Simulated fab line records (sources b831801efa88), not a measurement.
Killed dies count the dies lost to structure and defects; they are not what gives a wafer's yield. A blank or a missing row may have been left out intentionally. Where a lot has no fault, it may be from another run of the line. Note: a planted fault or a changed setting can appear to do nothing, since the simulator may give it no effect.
A lot that was struck, set against a sound lot | flow gf180mcu | 44 out of 602 route steps
Sound: wafers L983.2, L983.3, L983.5. Wafers struck: L988.3, L988.4. The cause is named last.
Each step with rows lists, per side, the tool, then ch with its chambers, then its first start. Under that, the readings that differ: sound wafers | struck wafers | difference of the means | sigmas: that difference in standard deviations of wafers without a fault.
alike: words and numbers the same on both sides, and readings whose means are apart by under 2 such deviations; not compared: readings that were withheld, readings missing a value for some wafer, numbers with overlapping values and no deviation given by the record, and bounds like >300 which may hide the same value.
The two part at a step that has a row with sigmas, a row that says differs or no value, or rows on one side only. Numbers that don't overlap but have no deviation are shown without sigmas and don't part them. Lack of a reading on every wafer of one side parts them only where that side has two or more wafers.

GF_POLY_GATE_THK_MEAS_01:
  sound on film-metro-03 at day 11 08:11; struck on film-metro-03 at day 12 22:56
  alike: POLY_GATE_CVD_00_THK
then, 8 steps without rows for these wafers: GF_POLY_GATE_DEHYDRATE_02 (time 60 s); GF_POLY_GATE_HMDS_03 (prime time 60 s); GF_POLY_GATE_COAT_04; GF_POLY_GATE_COAT_05 (resist thk 700 nm); GF_POLY_GATE_SOFTBAKE_06 (time 60 s); GF_POLY_GATE_EXPOSE_07 (exposes mask Poly2, target cd 280 nm); GF_POLY_GATE_PEB_08 (peb time 90 s); GF_POLY_GATE_DEVELOP_09 (develop time 60 s).
GF_POLY_GATE_CD_MEAS_10: target cd 280 nm.
  sound on cd-sem-02 at day 12 02:59; struck on cd-sem-02 at day 13 18:07
  alike: cd-nm
GF_POLY_GATE_OVL_MEAS_11:
  sound on overlay-01 at day 12 03:06; struck on overlay-01 at day 13 18:12
  alike: POLY_GATE_OVL
GF_POLY_GATE_ETCH_12: etches BARC in N2/H2.
  sound on rie-diel-02 ch 0,3, day 12 03:08; struck on rie-diel-01 ch 1,2, day 13 18:14
  alike: drypump-motor-current-A, oes-product-au, throttle-valve-pct
GF_POLY_GATE_ETCH_13: etches poly-Si in HBr/Cl2, stops on SiO2, target depth 198.5 nm, time 69.6 s.
  sound on rie-si-01 ch 2,3, day 12 03:13; struck on rie-si-01 ch 0,1, day 13 18:17
  reading                               | sound             | struck      | difference | sigmas
  drypump-motor-current-A (A)           | 6.1 6.7 6.7       | 5.5 5.3     | -1.1       | -3
  run-length-s (s)                      | 98.0 98.1 98.2    | 95.3 94.9   | -3.0       | -8
  model.etch.depth-nm (nm)              | 200.2 199.4 200.4 | 194.6 194.5 | -5.4       |
  model.POLY_GATE.feature-depth-nm (nm) | 200.2 199.4 200.4 | 194.6 194.5 | -5.4       |
  alike: oes-product-au, throttle-valve-pct
  not compared: rf-hours-counter-h
GF_POLY_GATE_STRIP_14: strips in O2/N2.
  sound on plasma-asher-03 ch 0, day 12 03:16; struck on plasma-asher-01 ch 0,1, day 13 18:22
  alike: drypump-motor-current-A, heater-power-w, oes-product-au
  not compared: rf-hours-counter-h
then, 2 steps without rows for these wafers: GF_POLY_GATE_CLEAN_15 (cleans in SC1/SC2, time 150 s); GF_POLY_GATE_OXIDATION_16 (stabilise 600 s, purge 300 s, target thk 4 nm).
GF_POLY_GATE_THK_MEAS_17:
  sound on film-metro-03 at day 12 05:10; struck on film-metro-01 at day 13 20:18
  reading                      | sound          | struck    | difference | sigmas
  POLY_GATE_OXIDATION_THK (nm) | 3.89 3.82 3.92 | 4.09 4.02 | +0.18      | +2
GF_POLY_GATE_CD_MEAS_18:
  sound on cd-sem-01 at day 12 05:15; struck on cd-sem-02 at day 13 20:24
  alike: cd-nm
then, 7 steps without rows for these wafers: GF_HV_LDD_DEHYDRATE_00 (time 60 s); GF_HV_LDD_HMDS_01 (prime time 60 s); GF_HV_LDD_COAT_02 (resist thk 1000 nm); GF_HV_LDD_SOFTBAKE_03 (time 60 s); GF_HV_LDD_EXPOSE_04 (exposes mask Nplus LV AREA, target cd 400 nm); GF_HV_LDD_PEB_05; GF_HV_LDD_DEVELOP_06 (develop time 60 s).
GF_HV_LDD_CD_MEAS_07: target cd 400 nm.
  sound on cd-sem-01 at day 13 00:54; struck on cd-sem-01 at day 14 17:10
  alike: cd-nm
GF_HV_LDD_OVL_MEAS_08:
  sound on overlay-02 at day 13 01:00; struck on overlay-01 at day 14 17:16
  alike: HV_LDD_OVL
then, 1 step without rows for these wafers: GF_HV_LDD_IMPLANT_09.
GF_HV_LDD_STRIP_10: strips in O2/N2.
  sound on plasma-asher-04 ch 0,1, day 13 01:11; struck on plasma-asher-01 ch 0,1, day 14 17:28
  alike: drypump-motor-current-A, heater-power-w, oes-product-au, strip-time-to-endpoint-s
  not compared: rf-hours-counter-h
GF_HV_LDD_TW_MEAS_11:
  sound on film-metro-03 at day 13 01:17; struck on film-metro-02 at day 14 17:33
  reading   | sound          | struck    | difference | sigmas
  HV_LDD_TW | 2434 2446 2442 | 2416 2408 | -29        | -2
then, 7 steps without rows for these wafers: GF_HV_LDD_DEHYDRATE_12 (time 60 s); GF_HV_LDD_HMDS_13 (prime time 60 s); GF_HV_LDD_COAT_14 (resist thk 1000 nm); GF_HV_LDD_SOFTBAKE_15 (time 60 s); GF_HV_LDD_EXPOSE_16 (exposes mask Pplus LV AREA, target cd 400 nm); GF_HV_LDD_PEB_17; GF_HV_LDD_DEVELOP_18 (develop time 60 s).
GF_HV_LDD_CD_MEAS_19: target cd 400 nm.
  sound on cd-sem-02 at day 13 20:49; struck on cd-sem-01 at day 15 15:01
  alike: cd-nm
GF_HV_LDD_OVL_MEAS_20:
  sound on overlay-02 at day 13 20:55; struck on overlay-01 at day 15 15:07
  alike: HV_LDD_01_OVL
then, 1 step without rows for these wafers: GF_HV_LDD_IMPLANT_21.
GF_HV_LDD_STRIP_22: strips in O2/N2.
  sound on plasma-asher-04 ch 0,1, day 13 21:06; struck on plasma-asher-04 ch 0,1, day 15 15:19
  alike: drypump-motor-current-A, heater-power-w, oes-product-au, strip-time-to-endpoint-s
  not compared: rf-hours-counter-h
GF_HV_LDD_TW_MEAS_23:
  sound on film-metro-02 at day 13 21:13; struck on film-metro-03 at day 15 15:24
  alike: HV_LDD_2_TW
-- the record jumps here: 4 days lie between the struck wafers' starts before and after (it left off in module HV_LDD and takes up again in module PSD, whose first step shown is number 263 of the route) --
GF_PSD_RS_MEAS_14: a four-point-probe measurement.
  sound on film-metro-01 at day 17 20:02; struck on film-metro-02 at day 19 17:32
  alike: NSD_RS
  not compared: hold
GF_PSD_RS_MEAS_15: a four-point-probe measurement.
  sound on film-metro-01 at day 17 20:09; struck on film-metro-02 at day 19 19:49
  reading | sound | struck                                            | difference                   | sigmas
  hold    | - - - | await-dispo/2.2h/release await-dispo/2.2h/release | no value on the sound wafers |
  alike: PSD_RS

WHERE THEY PART
At GF_POLY_GATE_ETCH_13 first; at GF_PSD_RS_MEAS_15 last (within this record only).

WHY: the cause the simulator had injected
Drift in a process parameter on rie-si-01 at GF_POLY_GATE_ETCH_13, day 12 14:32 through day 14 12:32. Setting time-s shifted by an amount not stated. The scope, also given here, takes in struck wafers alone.
